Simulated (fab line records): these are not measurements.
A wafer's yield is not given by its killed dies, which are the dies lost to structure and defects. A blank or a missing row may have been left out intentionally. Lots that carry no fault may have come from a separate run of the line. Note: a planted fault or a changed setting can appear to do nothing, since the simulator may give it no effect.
fab line records	flow sky130	part 2 of 2: steps 28 to 39 of 39
record: lots: 5	wafers: 15	lastDay: 50
route steps=708 shown LDD_LDN@300 SPACER@304 POLY_CUT@307 SD_P@320 RES_XHIGH@332
lots that met no fault: taken from a fault-free run of the same line
startH: hours from the record's opening day to when the first of the lot's shown wafers began	waitH: hours elapsed since this lot's preceding step	" repeats the value in the row above	L1.1+2: a row that stands for several wafers	- no value, or no start given	* or withheld: withheld	< > ~ a bound
route shown NAME@n: a module of which the file shows steps, and the number in the route of the first	usual: the fault-free wafers' mean and standard deviation	same: alike in all rows	chamber/n: place in a boat	sites: readings site by site	_std_site: standard deviation across them	_edge_site: inner sites' mean taken away from outer sites' mean	radiusMm: how far each site lies from the wafer's centre	mask NAME#n: copy n	behind: the tool/chamber that last shaped the wafer	hold: cause of the lot's hold/its duration in hours/its outcome	device: whichever transistor did not switch (one of n, p or np)	end of line: the same wafers' tests at the end of the route	a step with no rows: only its recipe	killed: dies lost to structure and defects at the first sort, not the wafer's yield	map: dies across one wafer; x = killed, . = not, _ = none there
set.NAME: setting as actually run; set.NAME@STEP: the setting as run at that earlier step	model.NAME: the simulator's own value behind a step, which no gauge read
certain route steps with their lots: each step a table, each wafer a row
services: a tool's chamber out of use, with start hour (startH, from the record's first day; less than 0 if before it), hours out, and reason
== steps ==
step: SKY_SD_P_CD_MEAS_07
recipe: targetCdNm: 380
usual: cdNm: 379/3
lot.wafer	tool	chamber	startH	waitH	cdNm
L082.1	cdSem-02	-	685.64	0.1	380
L082.2	"	-	"	"	378
L082.6	"	-	"	"	379
L087.1	cdSem-02	-	715.87	0.1	380
L087.3	"	-	"	"	379
L087.4	"	-	"	"	379
L090.1	cdSem-01	-	728.58	0.1	377
L090.3	"	-	"	"	378
L090.5	"	-	"	"	380
L094.2	cdSem-01	-	750.61	0.1	380
L094.3	"	-	"	"	380
L094.6	"	-	"	"	380
L095.1	cdSem-01	-	761.02	0.1	382
L095.4	"	-	"	"	383
L095.5	"	-	"	"	381
step: SKY_SD_P_OVL_MEAS_08
usual: SD_P_OVL: -0.1/1.3
lot.wafer	tool	chamber	startH	waitH	SD_P_OVL[nm]
L082.1	overlay-01	-	685.76	0.1	-0.5
L082.2	"	-	"	"	-0.5
L082.6	"	-	"	"	0.5
L087.1	overlay-01	-	715.99	0.1	0.8
L087.3	"	-	"	"	1.1
L087.4	"	-	"	"	0.6
L090.1	overlay-01	-	728.70	0.1	3.3
L090.3	"	-	"	"	1.6
L090.5	"	-	"	"	2.9
L094.2	overlay-01	-	750.72	0.1	-0.7
L094.3	"	-	"	"	-1.0
L094.6	"	-	"	"	-0.6
L095.1	overlay-01	-	761.14	0.1	0.0
L095.4	"	-	"	"	0.5
L095.5	"	-	"	"	0.4
step: SKY_SD_P_IMPLANT_09
recipe: species: BF2	energyKev: 20	doseCm2: 3e+15	tiltDeg: 0
usual: faradayCurrentUA: 11761/850	tiltDeg: 0.004/0.02
same: implantIonAmu: 49
lot.wafer	tool	chamber	startH	waitH	faradayCurrentUA	tiltDeg
L082.1	implanter-04	0	685.80	0.0	13149	-0.028
L082.2	"	0	"	"	13195	-0.009
L082.6	"	0	"	"	12600	-0.004
L087.1	implanter-04	0	716.02	0.0	12784	-0.016
L087.3	"	0	"	"	13040	-0.012
L087.4	"	0	"	"	12670	-0.001
L090.1	implanter-04	0	728.73	0.0	12658	-0.014
L090.3	"	0	"	"	12843	-0.020
L090.5	"	0	"	"	12708	-0.028
L094.2	implanter-04	0	750.77	0.0	12431	-0.017
L094.3	"	0	"	"	12743	0.004
L094.6	"	0	"	"	12655	0.000
L095.1	implanter-03	0	761.18	0.0	11220	0.006
L095.4	"	0	"	"	11333	0.013
L095.5	"	0	"	"	11282	0.020
step: SKY_SD_P_STRIP_10
recipe: chemistry: O2/N2	powerW: 1400	pressureMtorr: 1500	platenTempC: withheld	o2FlowSccm: 3000	n2FlowSccm: 300	overashFraction: 0.5
usual: chamberPressureMTorr: 1499.9/1.4	drypumpMotorCurrentA: 5.7/0.41	oesProductAu: 0.617/0.0036	stripTimeToEndpointS: 17.49/0.042
same: overashFraction: 0.5
lot.wafer	tool	chamber	startH	waitH	chamberPressureMTorr	drypumpMotorCurrentA	oesProductAu	rfHoursCounterH	stripTimeToEndpointS
L082.1	plasmaAsher-02	0	685.95	0.1	1501.9	5.3	0.617	99	17.48
L082.2	"	1	"	"	1501.1	5.5	0.619	99	17.43
L082.6	"	0	"	"	1497.8	5.3	0.614	-	17.46
L087.1	plasmaAsher-01	0	716.17	0.1	1501.1	5.7	0.617	91	17.47
L087.3	"	1	"	"	1498.0	5.9	0.613	-	17.52
L087.4	"	0	"	"	1500.3	5.7	0.621	-	17.48
L090.1	plasmaAsher-04	0	728.88	0.1	1502.6	6.6	0.616	54	17.49
L090.3	"	1	"	"	1499.9	5.4	0.614	-	17.55
L090.5	"	0	"	"	1497.4	6.6	0.618	-	17.52
L094.2	plasmaAsher-02	1	750.90	0.1	1500.7	5.5	0.610	1	17.45
L094.3	"	0	"	"	1500.4	5.4	0.620	-	17.46
L094.6	"	0	"	"	1502.3	5.4	0.616	-	17.47
L095.1	plasmaAsher-01	0	761.33	0.1	1496.8	5.7	0.610	97	17.45
L095.4	"	0	"	"	1500.2	5.7	0.624	-	17.48
L095.5	"	0	"	"	1504.2	5.7	0.613	-	17.47
step: SKY_SD_P_TW_MEAS_11
usual: SD_P_TW: 2809/28
lot.wafer	tool	chamber	startH	waitH	SD_P_TW
L082.1	filmMetro-02	-	686.05	0.1	2821
L082.2	"	-	"	"	2828
L082.6	"	-	"	"	2819
L087.1	filmMetro-04	-	716.27	0.1	2850
L087.3	"	-	"	"	2836
L087.4	"	-	"	"	2842
L090.1	filmMetro-02	-	728.98	0.1	2801
L090.3	"	-	"	"	2812
L090.5	"	-	"	"	2800
L094.2	filmMetro-01	-	751.01	0.1	2776
L094.3	"	-	"	"	2779
L094.6	"	-	"	"	2754
L095.1	filmMetro-02	-	761.43	0.1	2815
L095.4	"	-	"	"	2808
L095.5	"	-	"	"	2803
step: SKY_RES_XHIGH_DEHYDRATE_00
recipe: tempC: 200	timeS: 60
lot.wafer	tool	chamber	startH	waitH
L082.1+2+6	lithoTrack-02	0	697.94	11.9
L087.1+3+4	lithoTrack-04	0	728.65	12.4
L090.1+3+5	lithoTrack-04	0	742.70	13.7
L094.2+3+6	lithoTrack-01	0	764.39	13.4
L095.1+4+5	lithoTrack-02	0	775.64	14.2
step: SKY_RES_XHIGH_HMDS_01
recipe: primeTimeS: 60	primeTempC: 120
lot.wafer	tool	chamber	startH	waitH
L082.1+2+6	lithoTrack-02	0	698.09	0.1
L087.1+3+4	lithoTrack-04	0	728.80	0.1
L090.1+3+5	lithoTrack-04	0	742.85	0.1
L094.2+3+6	lithoTrack-01	0	764.54	0.1
L095.1+4+5	lithoTrack-02	0	775.79	0.1
step: SKY_RES_XHIGH_COAT_02
recipe: resist: NOVOLAK	spinRpm: 3000	resistThkNm: 1140
lot.wafer	tool	chamber	startH	waitH
L082.1+2+6	lithoTrack-02	0	698.24	0.1
L087.1+3+4	lithoTrack-04	0	728.95	0.1
L090.1+3+5	lithoTrack-04	0	743.00	0.1
L094.2+3+6	lithoTrack-01	0	764.69	0.1
L095.1+4+5	lithoTrack-02	0	775.94	0.1
step: SKY_RES_XHIGH_SOFTBAKE_03
recipe: tempC: 90	timeS: 60	resist: NOVOLAK
lot.wafer	tool	chamber	startH	waitH
L082.1+2+6	lithoTrack-02	0	698.39	0.1
L087.1+3+4	lithoTrack-04	0	729.10	0.1
L090.1+3+5	lithoTrack-04	0	743.15	0.1
L094.2+3+6	lithoTrack-01	0	764.84	0.1
L095.1+4+5	lithoTrack-02	0	776.09	0.1
step: SKY_RES_XHIGH_EXPOSE_04
recipe: maskId: URPM	na: 0.6	sourceShape: conventional	sigmaOuter: 0.6	polarization: unpolarized	targetCdNm: 1270	doseMj: 140
usual: focusOffsetNm: 0.1/0.55
lot.wafer	tool	chamber	startH	waitH	mask	focusOffsetNm
L082.1	ilineStepper-01	0	-	-	URPM#0	0.1
L082.2	"	0	"	"	URPM#0	0.0
L082.6	"	0	"	"	URPM#0	-0.6
L087.1	ilineStepper-01	0	-	-	URPM#0	0.2
L087.3	"	0	"	"	URPM#0	0.5
L087.4	"	0	"	"	URPM#0	0.6
L090.1	ilineStepper-01	0	-	-	URPM#0	1.2
L090.3	"	0	"	"	URPM#0	0.3
L090.5	"	0	"	"	URPM#0	1.6
L094.2	ilineStepper-02	0	-	-	URPM#0	-0.2
L094.3	"	0	"	"	URPM#0	-0.8
L094.6	"	0	"	"	URPM#0	-0.5
L095.1	ilineStepper-02	0	-	-	URPM#0	0.3
L095.4	"	0	"	"	URPM#0	0.2
L095.5	"	0	"	"	URPM#0	-0.9
step: SKY_RES_XHIGH_PEB_05
recipe: tempC: withheld	timeS: *	resist: NOVOLAK
lot.wafer	tool	chamber	startH	waitH
L082.1+2+6	lithoTrack-04	0	-	-
L087.1+3+4	lithoTrack-02	0	-	-
L090.1+3+5	lithoTrack-02	0	-	-
L094.2+3+6	lithoTrack-01	0	-	-
L095.1+4+5	lithoTrack-04	0	-	-
step: SKY_RES_XHIGH_DEVELOP_06
recipe: resist: NOVOLAK	developer: TMAH	developTimeS: 60	devTempC: 23
lot.wafer	tool	chamber	startH	waitH
L082.1+2+6	lithoTrack-04	0	713.75	0.1
L087.1+3+4	lithoTrack-02	0	743.39	0.1
L090.1+3+5	lithoTrack-02	0	756.24	0.1
L094.2+3+6	lithoTrack-01	0	778.39	0.1
L095.1+4+5	lithoTrack-04	0	788.70	0.1
== services ==
tool	chamber	startH	hours	kind
rieDiel-04	3	606.90	3.2	repair
ilineStepper-02	-	608.01	3.8	repair
krfScanner-02	-	608.43	1.5	repair
plasmaAsher-01	-	608.61	1.0	repair
ilineStepper-02	-	631.36	1.7	pm
krfScanner-02	-	649.87	1.0	pm
plasmaAsher-02	-	657.29	1.4	repair
implanter-01	-	666.48	1.6	repair
rieDiel-02	1	669.32	3.1	repair
ilineStepper-01	-	674.53	1.3	repair
plasmaAsher-04	-	688.12	7.9	repair
rieDiel-02	2	690.47	8.0	repair
rieDiel-04	1	697.48	1.6	repair
ilineStepper-01	-	699.28	1.7	pm
plasmaAsher-03	-	714.82	41.4	repair
implanter-04	-	718.18	3.3	repair
rieDiel-02	-	727.50	2.8	pm
rieDiel-02	-	732.92	0.5	repair
rieDiel-03	-	734.95	5.1	repair
krfScanner-02	-	736.14	1.3	pm
krfScanner-02	-	741.89	0.8	pm
rieDiel-02	2	755.35	5.4	repair
rieDiel-03	-	768.26	4.0	pm
krfScanner-02	-	786.16	3.6	pm
